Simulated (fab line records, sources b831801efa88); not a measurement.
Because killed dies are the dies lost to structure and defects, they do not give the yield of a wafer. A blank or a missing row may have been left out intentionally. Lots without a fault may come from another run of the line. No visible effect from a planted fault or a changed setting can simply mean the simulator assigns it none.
fab line records	flow sky130
record lots=13	wafers=39	last_day=50
route steps=708 shown VT_ADJUST_LVTN@104 VT_ADJUST_HVTR@138 VT_ADJUST_PCH@151 SONOS_TUNNEL@162 PAD_OPEN@708
lots with no fault: from the same line, run without faults
start_h: hours from the record's opening day to when the first of the lot's shown wafers began	wait_h: how many hours have passed since the lot's step before this one	" as in the row above	L1.1+2: a single row standing in for several wafers	- no value, or no start was given	* or withheld: withheld	< > ~ a bound
route shown NAME@n: names a module that has steps shown in the file, with the first one's number in the route	usual: the fault-free wafers' mean and standard deviation	same: alike in all rows	chamber/n: place in a boat	sites: each site's reading	_std_site: the values' standard deviation	_edge_site: inner sites' mean taken away from outer sites' mean	radius_mm: for every site, how far away it sits from the centre of the wafer	mask NAME#n: copy n	behind: the tool/chamber that last shaped the wafer	hold: why the lot was held/for how many hours/how that ended	device: transistor that didn't switch, given as n, p or np	end of line: the same wafers' tests at the end of the route	where a step has no rows: the recipe by itself	killed: the dies lost at the first sort to structure and to defects; this is not the yield of the wafer	map: a wafer's dies, marking killed ones x, the rest . and places with no die _
set.NAME: the run value of the setting; set.NAME@STEP: its run value at that earlier step	model.NAME: the simulator's own value behind a step, which no gauge read
route steps across a sampled set of lots; one table per step, one row per wafer
services: when a tool's chamber went out of use (start_h, in hours from the record's first day, below 0 if earlier), for how many hours, and the reason
## steps
# step SKY_VT_ADJUST_LVTN_OVL_MEAS_07
# usual VT_ADJUST_LVTN_OVL=0.7/1.3
lot.wafer	tool	chamber	start_h	wait_h	VT_ADJUST_LVTN_OVL[nm]
L210.2	overlay-01	-	150.24	-	2.0
L210.4	"	-	"	"	1.1
L210.5	"	-	"	"	2.0
L212.2	overlay-02	-	162.56	-	0.0
L212.4	"	-	"	"	0.9
L212.5	"	-	"	"	1.4
L213.1	overlay-01	-	183.68	-	0.1
L213.2	"	-	"	"	1.2
L213.3	"	-	"	"	0.5
L214.2	overlay-01	-	189.09	-	0.7
L214.4	"	-	"	"	0.4
L214.6	"	-	"	"	0.8
L216.2	overlay-01	-	197.59	-	0.6
L216.3	"	-	"	"	-1.2
L216.6	"	-	"	"	0.8
L217.1	overlay-01	-	198.15	-	0.1
L217.3	"	-	"	"	-0.1
L217.6	"	-	"	"	-0.7
L218.2	overlay-01	-	206.67	-	1.2
L218.3	"	-	"	"	3.0
L218.4	"	-	"	"	3.3
L219.1	overlay-02	-	215.42	-	4.0
L219.2	"	-	"	"	2.4
L219.5	"	-	"	"	2.8
L221.3	overlay-01	-	229.25	-	-0.5
L221.5	"	-	"	"	-0.4
L221.6	"	-	"	"	-0.9
L224.1	overlay-02	-	240.30	-	2.0
L224.4	"	-	"	"	1.1
L224.5	"	-	"	"	1.0
L227.1	overlay-02	-	261.97	-	0.9
L227.2	"	-	"	"	-1.1
L227.4	"	-	"	"	0.0
L229.1	overlay-02	-	277.77	-	0.5
L229.2	"	-	"	"	3.3
L229.4	"	-	"	"	2.0
L230.2	overlay-02	-	285.96	-	0.6
L230.3	"	-	"	"	1.3
L230.4	"	-	"	"	0.5
# step SKY_VT_ADJUST_HVTR_CD_MEAS_07
# recipe target_cd_nm=380
# usual cd_nm=380.5/2.5
lot.wafer	tool	chamber	start_h	wait_h	cd_nm
L210.2	cd_sem-01	-	214.02	0.1	381.1
L210.4	"	-	"	"	379.7
L210.5	"	-	"	"	379.4
L212.2	cd_sem-01	-	227.71	0.1	383.0
L212.4	"	-	"	"	380.6
L212.5	"	-	"	"	380.8
L213.1	cd_sem-01	-	251.77	0.2	381.7
L213.2	"	-	"	"	379.5
L213.3	"	-	"	"	380.9
L214.2	cd_sem-02	-	257.66	0.1	379.4
L214.4	"	-	"	"	380.7
L214.6	"	-	"	"	380.3
L216.2	cd_sem-01	-	266.22	0.1	380.5
L216.3	"	-	"	"	380.0
L216.6	"	-	"	"	379.8
L217.1	cd_sem-01	-	266.44	0.1	380.4
L217.3	"	-	"	"	380.1
L217.6	"	-	"	"	377.9
L218.2	cd_sem-01	-	276.76	0.1	379.8
L218.3	"	-	"	"	383.1
L218.4	"	-	"	"	381.7
L219.1	cd_sem-02	-	284.13	0.1	380.2
L219.2	"	-	"	"	379.1
L219.5	"	-	"	"	380.8
L221.3	cd_sem-01	-	299.12	0.1	376.9
L221.5	"	-	"	"	378.2
L221.6	"	-	"	"	377.5
L224.1	cd_sem-02	-	312.93	0.1	382.2
L224.4	"	-	"	"	382.5
L224.5	"	-	"	"	382.7
L227.1	cd_sem-02	-	336.00	0.1	384.5
L227.2	"	-	"	"	381.3
L227.4	"	-	"	"	385.5
L229.1	cd_sem-02	-	354.13	0.1	385.9
L229.2	"	-	"	"	381.5
L229.4	"	-	"	"	382.1
L230.2	cd_sem-02	-	365.76	0.1	382.0
L230.3	"	-	"	"	379.8
L230.4	"	-	"	"	383.5
# step SKY_VT_ADJUST_PCH_IMPLANT_08
# recipe species=B	energy_kev=9.879	dose_cm2=5e+11	tilt_deg=withheld
# usual faraday_current_uA=2.81/0.06
lot.wafer	tool	chamber	start_h	wait_h	faraday_current_uA
L210.2	implanter-04	0	236.86	0.0	2.77
L210.4	"	0	"	"	2.79
L210.5	"	0	"	"	2.77
L212.2	implanter-04	0	251.16	0.0	2.68
L212.4	"	0	"	"	2.74
L212.5	"	0	"	"	2.77
L213.1	implanter-04	0	275.18	0.0	2.88
L213.2	"	0	"	"	2.78
L213.3	"	0	"	"	2.80
L214.2	implanter-01	0	280.96	0.0	2.79
L214.4	"	0	"	"	2.85
L214.6	"	0	"	"	2.85
L216.2	implanter-04	0	287.23	0.0	2.84
L216.3	"	0	"	"	2.74
L216.6	"	0	"	"	2.78
L217.1	implanter-01	0	287.43	0.0	2.86
L217.3	"	0	"	"	2.92
L217.6	"	0	"	"	2.77
L218.2	implanter-01	0	299.33	0.0	2.86
L218.3	"	0	"	"	2.80
L218.4	"	0	"	"	2.67
L219.1	implanter-02	0	309.45	0.0	2.76
L219.2	"	0	"	"	2.78
L219.5	"	0	"	"	2.73
L221.3	implanter-01	0	325.45	0.1	2.85
L221.5	"	0	"	"	2.70
L221.6	"	0	"	"	2.87
L224.1	implanter-04	0	339.28	0.0	2.84
L224.4	"	0	"	"	2.77
L224.5	"	0	"	"	2.88
L224.1	implanter-04	0	339.60	0.3	2.85
L224.4	"	0	"	"	2.85
L224.5	"	0	"	"	2.85
L227.1	implanter-01	0	363.43	0.0	2.76
L227.2	"	0	"	"	2.86
L227.4	"	0	"	"	2.82
L229.1	implanter-04	0	381.95	0.0	2.81
L229.2	"	0	"	"	2.81
L229.4	"	0	"	"	2.79
L229.1	implanter-04	0	382.27	0.3	2.76
L229.2	"	0	"	"	2.82
L229.4	"	0	"	"	2.83
L230.2	implanter-04	0	394.46	0.0	2.82
L230.3	"	0	"	"	2.88
L230.4	"	0	"	"	2.83
L230.2	implanter-04	0	394.78	0.3	2.84
L230.3	"	0	"	"	2.79
L230.4	"	0	"	"	2.79
# step SKY_VT_ADJUST_PCH_TW_MEAS_10
# usual VT_ADJUST_PCH_TW=142.6/1.5
lot.wafer	tool	chamber	start_h	wait_h	VT_ADJUST_PCH_TW
L210.2	film_metro-01	-	237.10	0.1	141.0
L210.4	"	-	"	"	141.2
L210.5	"	-	"	"	141.0
L212.2	film_metro-01	-	251.39	0.1	140.9
L212.4	"	-	"	"	141.4
L212.5	"	-	"	"	140.5
L213.1	film_metro-01	-	275.43	0.1	140.1
L213.2	"	-	"	"	141.1
L213.3	"	-	"	"	140.4
L214.2	film_metro-03	-	281.19	0.1	143.4
L214.4	"	-	"	"	143.3
L214.6	"	-	"	"	142.8
L216.2	film_metro-01	-	287.46	0.1	139.9
L216.3	"	-	"	"	139.8
L216.6	"	-	"	"	140.9
L217.1	film_metro-04	-	287.68	0.1	142.3
L217.3	"	-	"	"	142.6
L217.6	"	-	"	"	142.7
L218.2	film_metro-03	-	299.56	0.1	144.0
L218.3	"	-	"	"	143.6
L218.4	"	-	"	"	144.1
L219.1	film_metro-03	-	309.70	0.1	143.8
L219.2	"	-	"	"	143.3
L219.5	"	-	"	"	143.4
L221.3	film_metro-01	-	325.67	0.1	139.5
L221.5	"	-	"	"	140.2
L221.6	"	-	"	"	140.3
L224.1	film_metro-01	-	339.85	0.1	168.4
L224.4	"	-	"	"	169.0
L224.5	"	-	"	"	168.5
L227.1	film_metro-03	-	363.68	0.1	144.5
L227.2	"	-	"	"	144.4
L227.4	"	-	"	"	143.5
L229.1	film_metro-04	-	382.52	0.1	173.2
L229.2	"	-	"	"	173.4
L229.4	"	-	"	"	174.0
L230.2	film_metro-04	-	395.01	0.1	173.2
L230.3	"	-	"	"	173.8
L230.4	"	-	"	"	172.5
# step SKY_SONOS_TUNNEL_OVL_MEAS_08
# usual SONOS_TUNNEL_OVL=-1.1/1.5
lot.wafer	tool	chamber	start_h	wait_h	SONOS_TUNNEL_OVL[nm]
L210.2	overlay-01	-	260.43	0.1	0.9
L210.4	"	-	"	"	1.7
L210.5	"	-	"	"	1.3
L212.2	overlay-01	-	274.71	0.1	-1.7
L212.4	"	-	"	"	-2.5
L212.5	"	-	"	"	-1.7
L213.1	overlay-01	-	297.10	0.1	-2.6
L213.2	"	-	"	"	-2.8
L213.3	"	-	"	"	-1.8
L214.2	overlay-01	-	305.88	0.1	-3.9
L214.4	"	-	"	"	-2.3
L214.6	"	-	"	"	-0.8
L216.2	overlay-02	-	313.69	0.1	-2.2
L216.3	"	-	"	"	-2.0
L216.6	"	-	"	"	0.5
L217.1	overlay-01	-	313.99	0.1	0.2
L217.3	"	-	"	"	-0.2
L217.6	"	-	"	"	-0.5
L218.2	overlay-02	-	325.79	0.1	-2.3
L218.3	"	-	"	"	-1.7
L218.4	"	-	"	"	-0.8
L219.1	overlay-02	-	336.25	0.1	-0.7
L219.2	"	-	"	"	-1.2
L219.5	"	-	"	"	-1.9
L221.3	overlay-02	-	352.58	0.1	-0.6
L221.5	"	-	"	"	-0.1
L221.6	"	-	"	"	-1.6
L224.1	overlay-02	-	367.30	0.1	-0.7
L224.4	"	-	"	"	0.8
L224.5	"	-	"	"	0.9
L227.1	overlay-02	-	392.29	0.1	-2.2
L227.2	"	-	"	"	-1.4
L227.4	"	-	"	"	-2.5
L229.1	overlay-01	-	410.84	0.1	-0.1
L229.2	"	-	"	"	0.4
L229.4	"	-	"	"	-1.0
L230.2	overlay-02	-	424.74	0.1	0.1
L230.3	"	-	"	"	-1.2
L230.4	"	-	"	"	0.9
# step SKY_PAD_OPEN_PROBE_99
# usual killed_at_M0_to_M3=44/6.6	killed_at_M4_up=3.0/1.9	killed_at_contacts=24/5.1	killed_at_front_end=16/4.6	killed_at_other=0.3/0.59	killed_dies=88/9.5	killed_open=48/6.7	killed_short=40/6.1
# same gross_dies=492	killed_at_back_side=0
lot.wafer	tool	chamber	start_h	wait_h	killed_at_M0_to_M3	killed_at_M4_up	killed_at_contacts	killed_at_front_end	killed_at_other	killed_dies	killed_open	killed_short
L210.2	prober-01	-	1099.61	0.1	42	2	36	13	0	93	56	37
L210.4	prober-01	-	1099.71	0.2	43	4	23	14	1	85	42	42
L210.5	prober-01	-	1099.76	0.2	39	2	28	11	2	82	41	40
L212.2	prober-02	-	1109.96	0.1	48	3	22	19	0	92	45	47
L212.4	prober-02	-	1110.06	0.2	51	4	15	11	0	81	41	40
L212.5	prober-02	-	1110.11	0.2	54	4	10	9	1	78	43	35
L213.1	prober-01	-	1115.73	0.1	47	0	19	16	0	82	49	33
L213.2	prober-01	-	1115.78	0.1	45	2	25	21	0	93	51	42
L213.3	prober-01	-	1115.83	0.2	62	7	28	8	0	105	56	49
L214.2	prober-02	-	1119.55	0.1	51	4	26	23	0	104	62	42
L214.4	prober-02	-	1119.65	0.2	39	4	31	39	0	113	64	49
L214.6	prober-02	-	1119.75	0.2	49	5	25	20	0	99	49	50
L216.2	prober-02	-	1133.83	0.1	37	4	24	5	1	71	38	33
L216.3	prober-02	-	1133.88	0.2	37	1	34	15	0	87	51	36
L216.6	prober-02	-	1134.03	0.2	31	4	18	19	0	72	39	33
L217.1	prober-01	-	1134.10	0.1	47	0	19	19	2	87	45	41
L217.3	prober-01	-	1134.20	0.2	59	2	27	19	1	108	53	54
L217.6	prober-01	-	1134.35	0.2	49	3	27	20	1	100	50	49
L218.2	prober-01	-	1139.79	0.1	36	6	29	16	0	87	48	35
L218.3	prober-01	-	1139.84	0.2	37	4	20	22	0	83	49	34
L218.4	prober-01	-	1139.89	0.2	41	4	17	16	0	78	37	41
L219.1	prober-01	-	1147.02	0.1	50	2	19	15	0	86	48	38
L219.2	prober-01	-	1147.07	0.1	44	4	30	11	0	89	49	40
L219.5	prober-01	-	1147.22	0.2	57	2	26	24	0	109	53	56
L221.3	prober-01	-	1155.25	0.2	40	5	22	19	1	87	55	31
L221.5	prober-01	-	1155.35	0.2	34	3	20	11	0	68	37	31
L221.6	prober-01	-	1155.40	0.2	38	2	27	15	0	82	45	37
L224.1	prober-02	-	1167.76	0.1	37	4	16	17	0	74	38	36
L224.4	prober-02	-	1167.91	0.2	54	6	15	18	0	93	51	41
L224.5	prober-02	-	1167.96	0.2	41	3	23	15	1	83	40	43
L227.1	prober-02	-	1180.67	0.1	43	3	20	22	1	89	46	42
L227.2	prober-02	-	1180.72	0.1	34	2	33	23	1	93	53	39
L227.4	prober-02	-	1180.82	0.2	45	7	26	20	3	101	55	44
L229.1	prober-02	-	1194.18	0.1	48	5	30	18	0	101	53	47
L229.2	prober-02	-	1194.23	0.1	43	1	20	19	0	83	46	37
L229.4	prober-02	-	1194.33	0.2	52	4	24	16	0	96	54	42
L230.2	prober-02	-	1197.54	0.1	46	3	34	17	1	101	56	45
L230.3	prober-02	-	1197.59	0.2	38	3	35	24	0	100	47	52
L230.4	prober-02	-	1197.64	0.2	40	4	26	23	0	93	52	41
# killed by level:class
L210.2 LI_CONTACT:geometric_particle:open=14 VIA1:geometric_particle:open=10 CONTACT:geometric_particle:open=8 VIA3:geometric_particle:open=8 CONTACT:geometric_particle:short=7 FIELD_ISO:geometric_particle:open=5 METAL1:geometric_particle:short=5 LOCAL_INTERCONNECT:geometric_particle:short=4
L210.4 CONTACT:geometric_particle:open=8 VIA1:geometric_particle:short=8 VIA3:geometric_particle:open=7 LI_CONTACT:geometric_particle:open=6 VIA1:geometric_particle:open=6 FIELD_ISO:geometric_particle:short=4 POLY_GATE:geometric_particle:open=4 CONTACT:geometric_particle:short=4
L210.5 VIA1:geometric_particle:open=12 CONTACT:geometric_particle:open=9 LI_CONTACT:geometric_particle:open=8 VIA1:geometric_particle:short=7 LOCAL_INTERCONNECT:geometric_particle:short=6 POLY_GATE:geometric_particle:short=5 METAL1:geometric_particle:short=5 VIA2:geometric_particle:open=4
L212.2 VIA1:geometric_particle:open=11 CONTACT:geometric_particle:open=10 POLY_GATE:geometric_particle:short=7 METAL2:geometric_particle:short=7 VIA2:geometric_particle:open=7 METAL1:geometric_particle:short=6 FIELD_ISO:geometric_particle:short=5 LI_CONTACT:geometric_particle:open=4
L212.4 VIA3:geometric_particle:open=9 VIA1:geometric_particle:open=7 METAL2:geometric_particle:short=7 VIA2:geometric_particle:open=6 LOCAL_INTERCONNECT:geometric_particle:short=5 VIA1:geometric_particle:short=5 CONTACT:geometric_particle:open=4 METAL1:geometric_particle:short=4
L212.5 VIA1:geometric_particle:open=11 VIA3:geometric_particle:open=10 METAL2:geometric_particle:short=10 VIA2:geometric_particle:open=8 METAL1:geometric_particle:short=6 LI_CONTACT:geometric_particle:open=4 FIELD_ISO:geometric_particle:short=3 POLY_GATE:geometric_particle:short=3
L213.1 VIA1:geometric_particle:open=15 FIELD_ISO:geometric_particle:open=8 CONTACT:geometric_particle:open=7 VIA1:geometric_particle:short=6 METAL1:geometric_particle:short=6 VIA3:geometric_particle:open=5 LI_CONTACT:geometric_particle:open=4 VIA2:geometric_particle:open=4
L213.2 CONTACT:geometric_particle:open=10 VIA2:geometric_particle:open=9 VIA1:geometric_particle:open=9 FIELD_ISO:geometric_particle:open=7 FIELD_ISO:geometric_particle:short=6 LI_CONTACT:geometric_particle:open=6 CONTACT:geometric_particle:short=5 METAL1:geometric_particle:short=5
L213.3 CONTACT:geometric_particle:open=14 VIA1:geometric_particle:open=12 VIA3:geometric_particle:open=8 METAL2:geometric_particle:short=7 METAL1:geometric_particle:short=6 VIA3:geometric_particle:short=6 METAL4:geometric_particle:short=6 LI_CONTACT:geometric_particle:open=5
L214.2 VIA1:geometric_particle:open=14 CONTACT:geometric_particle:open=13 VIA3:geometric_particle:open=8 POLY_GATE:geometric_particle:open=6 LI_CONTACT:geometric_particle:open=6 VIA2:geometric_particle:open=6 FIELD_ISO:geometric_particle:short=5 POLY_GATE:geometric_particle:short=5
L214.4 FIELD_ISO:geometric_particle:short=15 LI_CONTACT:geometric_particle:open=11 FIELD_ISO:geometric_particle:open=10 VIA3:geometric_particle:open=10 VIA1:geometric_particle:open=10 LOCAL_INTERCONNECT:geometric_particle:short=9 POLY_GATE:geometric_particle:short=7 VIA2:geometric_particle:open=7
L214.6 VIA3:geometric_particle:open=13 VIA2:geometric_particle:open=10 FIELD_ISO:geometric_particle:short=7 CONTACT:geometric_particle:short=7 LOCAL_INTERCONNECT:geometric_particle:short=7 VIA1:geometric_particle:open=6 FIELD_ISO:geometric_particle:open=5 LI_CONTACT:geometric_particle:open=5
L216.2 VIA1:geometric_particle:open=8 VIA3:geometric_particle:open=7 METAL2:geometric_particle:short=6 CONTACT:geometric_particle:open=6 LI_CONTACT:geometric_particle:open=5 LOCAL_INTERCONNECT:geometric_particle:short=5 CONTACT:geometric_particle:short=5 METAL1:geometric_particle:short=3
L216.3 CONTACT:geometric_particle:open=12 LI_CONTACT:geometric_particle:open=10 VIA1:geometric_particle:short=8 VIA1:geometric_particle:open=7 METAL1:geometric_particle:short=7 CONTACT:geometric_particle:short=5 VIA3:geometric_particle:open=5 FIELD_ISO:geometric_particle:short=4
L216.6 VIA1:geometric_particle:open=11 LI_CONTACT:geometric_particle:open=6 FIELD_ISO:geometric_particle:open=5 METAL1:geometric_particle:short=5 LOCAL_INTERCONNECT:geometric_particle:short=4 CONTACT:geometric_particle:open=4 POLY_GATE:geometric_particle:short=3 POLY_CUT:geometric_particle:short=3
L217.1 VIA1:geometric_particle:open=16 POLY_GATE:geometric_particle:open=6 METAL2:geometric_particle:short=6 VIA2:geometric_particle:open=6 POLY_GATE:geometric_particle:short=5 LI_CONTACT:geometric_particle:open=5 LOCAL_INTERCONNECT:geometric_particle:short=5 FIELD_ISO:geometric_particle:short=4
L217.3 METAL2:geometric_particle:short=12 VIA1:geometric_particle:open=11 CONTACT:geometric_particle:open=10 METAL1:geometric_particle:short=9 VIA3:geometric_particle:open=8 LOCAL_INTERCONNECT:geometric_particle:short=7 FIELD_ISO:geometric_particle:open=6 LI_CONTACT:geometric_particle:open=5
L217.6 VIA1:geometric_particle:open=12 LI_CONTACT:geometric_particle:open=8 VIA1:geometric_particle:short=8 CONTACT:geometric_particle:short=7 VIA3:geometric_particle:open=7 METAL2:geometric_particle:short=6 VIA2:geometric_particle:open=6 POLY_GATE:geometric_particle:short=5
L218.2 CONTACT:geometric_particle:open=11 VIA1:geometric_particle:open=9 LI_CONTACT:geometric_particle:open=7 POLY_GATE:geometric_particle:open=6 VIA3:geometric_particle:open=6 CONTACT:geometric_particle:short=5 METAL4:geometric_particle:short=5 FIELD_ISO:geometric_particle:short=4
L218.3 VIA1:geometric_particle:open=10 VIA2:geometric_particle:open=7 LI_CONTACT:geometric_particle:open=6 FIELD_ISO:geometric_particle:short=5 CONTACT:geometric_particle:open=5 VIA3:geometric_particle:open=4 SPACER:geometric_particle:open=4 LOCAL_INTERCONNECT:geometric_particle:short=4
L218.4 VIA1:geometric_particle:open=8 METAL2:geometric_particle:short=8 VIA3:geometric_particle:open=7 CONTACT:geometric_particle:open=6 FIELD_ISO:geometric_particle:short=5 VIA1:geometric_particle:short=5 VIA2:geometric_particle:open=5 LOCAL_INTERCONNECT:geometric_particle:short=4
L219.1 VIA1:geometric_particle:open=9 LI_CONTACT:geometric_particle:open=9 VIA3:geometric_particle:open=8 METAL1:geometric_particle:short=7 FIELD_ISO:geometric_particle:open=6 CONTACT:geometric_particle:open=6 METAL2:geometric_particle:short=6 VIA2:geometric_particle:open=5
L219.2 LI_CONTACT:geometric_particle:open=13 METAL1:geometric_particle:short=9 CONTACT:geometric_particle:open=8 VIA2:geometric_particle:open=7 VIA1:geometric_particle:open=6 VIA3:geometric_particle:open=5 POLY_GATE:geometric_particle:open=4 LOCAL_INTERCONNECT:geometric_particle:short=4
L219.5 VIA1:geometric_particle:open=12 LI_CONTACT:geometric_particle:open=9 VIA1:geometric_particle:short=7 POLY_GATE:geometric_particle:open=6 VIA2:geometric_particle:open=6 VIA3:geometric_particle:short=6 FIELD_ISO:geometric_particle:short=5 LI_CONTACT:geometric_particle:short=5
L221.3 VIA3:geometric_particle:open=13 CONTACT:geometric_particle:open=7 FIELD_ISO:geometric_particle:open=6 LI_CONTACT:geometric_particle:open=6 VIA1:geometric_particle:open=6 FIELD_ISO:geometric_particle:short=5 METAL2:geometric_particle:short=5 CONTACT:geometric_particle:short=4
L221.5 VIA1:geometric_particle:open=8 LOCAL_INTERCONNECT:geometric_particle:short=7 VIA2:geometric_particle:open=6 POLY_GATE:geometric_particle:short=5 CONTACT:geometric_particle:open=5 METAL1:geometric_particle:short=4 METAL2:geometric_particle:short=4 FIELD_ISO:geometric_particle:open=3
L221.6 CONTACT:geometric_particle:open=9 VIA1:geometric_particle:open=7 LOCAL_INTERCONNECT:geometric_particle:short=7 CONTACT:geometric_particle:short=6 FIELD_ISO:geometric_particle:open=5 METAL2:geometric_particle:short=5 VIA2:geometric_particle:short=5 VIA2:geometric_particle:open=4
L224.1 VIA2:geometric_particle:open=7 CONTACT:geometric_particle:open=6 VIA1:geometric_particle:open=6 CONTACT:geometric_particle:short=5 POLY_GATE:geometric_particle:short=4 POLY_GATE:geometric_particle:open=4 VIA2:geometric_particle:short=4 FIELD_ISO:geometric_particle:short=3
L224.4 VIA1:geometric_particle:open=13 CONTACT:geometric_particle:open=7 METAL1:geometric_particle:short=7 METAL2:geometric_particle:short=7 VIA2:geometric_particle:open=7 VIA3:geometric_particle:open=6 FIELD_ISO:geometric_particle:open=5 POLY_GATE:geometric_particle:open=5
L224.5 CONTACT:geometric_particle:open=9 VIA1:geometric_particle:open=9 VIA2:geometric_particle:open=7 POLY_GATE:geometric_particle:short=6 CONTACT:geometric_particle:short=6 VIA1:geometric_particle:short=6 POLY_GATE:geometric_particle:open=5 METAL2:geometric_particle:short=5
L227.1 VIA2:geometric_particle:open=10 CONTACT:geometric_particle:open=9 POLY_GATE:geometric_particle:short=7 VIA1:geometric_particle:short=7 FIELD_ISO:geometric_particle:open=6 VIA1:geometric_particle:open=6 POLY_GATE:geometric_particle:open=5 LOCAL_INTERCONNECT:geometric_particle:short=5
L227.2 CONTACT:geometric_particle:open=14 VIA1:geometric_particle:open=7 FIELD_ISO:geometric_particle:open=6 LOCAL_INTERCONNECT:geometric_particle:short=6 VIA2:geometric_particle:open=6 FIELD_ISO:geometric_particle:short=5 LI_CONTACT:geometric_particle:open=5 VIA3:geometric_particle:open=5
L227.4 VIA2:geometric_particle:open=15 CONTACT:geometric_particle:open=12 FIELD_ISO:geometric_particle:short=7 VIA1:geometric_particle:open=7 LOCAL_INTERCONNECT:geometric_particle:short=6 METAL3:geometric_particle:short=5 CONTACT:geometric_particle:short=5 METAL1:geometric_particle:short=5
L229.1 VIA1:geometric_particle:open=12 VIA2:geometric_particle:open=10 CONTACT:geometric_particle:open=8 METAL2:geometric_particle:short=8 LI_CONTACT:geometric_particle:open=7 VIA1:geometric_particle:short=6 CONTACT:geometric_particle:short=6 FIELD_ISO:geometric_particle:open=5
L229.2 VIA1:geometric_particle:open=9 CONTACT:geometric_particle:open=7 LI_CONTACT:geometric_particle:open=6 FIELD_ISO:geometric_particle:open=5 FIELD_ISO:geometric_particle:short=5 METAL1:geometric_particle:short=5 VIA2:geometric_particle:open=5 LOCAL_INTERCONNECT:geometric_particle:short=4
L229.4 VIA1:geometric_particle:open=12 LI_CONTACT:geometric_particle:open=10 VIA2:geometric_particle:short=7 POLY_GATE:geometric_particle:open=6 CONTACT:geometric_particle:open=6 VIA2:geometric_particle:open=6 METAL3:geometric_particle:short=6 FIELD_ISO:geometric_particle:open=5
L230.2 CONTACT:geometric_particle:open=16 CONTACT:geometric_particle:short=7 METAL1:geometric_particle:short=7 VIA1:geometric_particle:open=7 VIA2:geometric_particle:open=7 VIA1:geometric_particle:short=6 FIELD_ISO:geometric_particle:short=5 LI_CONTACT:geometric_particle:open=5
L230.3 CONTACT:geometric_particle:open=14 VIA1:geometric_particle:open=14 FIELD_ISO:geometric_particle:short=9 VIA1:geometric_particle:short=9 CONTACT:geometric_particle:short=8 LOCAL_INTERCONNECT:geometric_particle:short=6 POLY_GATE:geometric_particle:short=5 LI_CONTACT:geometric_particle:open=5
L230.4 CONTACT:geometric_particle:open=12 FIELD_ISO:geometric_particle:short=8 VIA1:geometric_particle:open=8 VIA3:geometric_particle:open=8 CONTACT:geometric_particle:short=7 FIELD_ISO:geometric_particle:open=6 METAL2:geometric_particle:short=6 LI_CONTACT:geometric_particle:open=4
## services
tool	chamber	start_h	hours	kind
implanter-02	-	273.00	2.4	repair
implanter-01	-	292.65	5.7	pm
implanter-04	-	353.96	4.0	repair
implanter-02	-	370.76	30.4	pm
## key
first_sign step=SKY_VT_ADJUST_PCH_IMPLANT_08	reading=visit	direction=added
effect step=SKY_VT_ADJUST_PCH_TW_MEAS_10	reading=VT_ADJUST_PCH_TW	direction=up	sigmas=19	usual=142.6	struck=171.8
met_at SKY_VT_ADJUST_PCH_IMPLANT_08
struck_lots L224,L229,L230
tester_left_out L224,L229,L230
not_acting_at SKY_VT_ADJUST_LVTN_OVL_MEAS_07,SKY_VT_ADJUST_HVTR_CD_MEAS_07,SKY_SONOS_TUNNEL_OVL_MEAS_08
fault kind=repeated_step_whole	tool=implanter-01,implanter-02,implanter-04	chamber=-	onset_h=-	steps=SKY_VT_ADJUST_PCH_IMPLANT_08	times=1	scope=struck_lots_only
# tester_left_out: of these lots the tester's yield and bins aren't shown, on N5 and GAA mostly nor the transistor test; their killed dies are dies lost to structure and defects alone, not to doping, threshold or leakage, so they don't give the yield
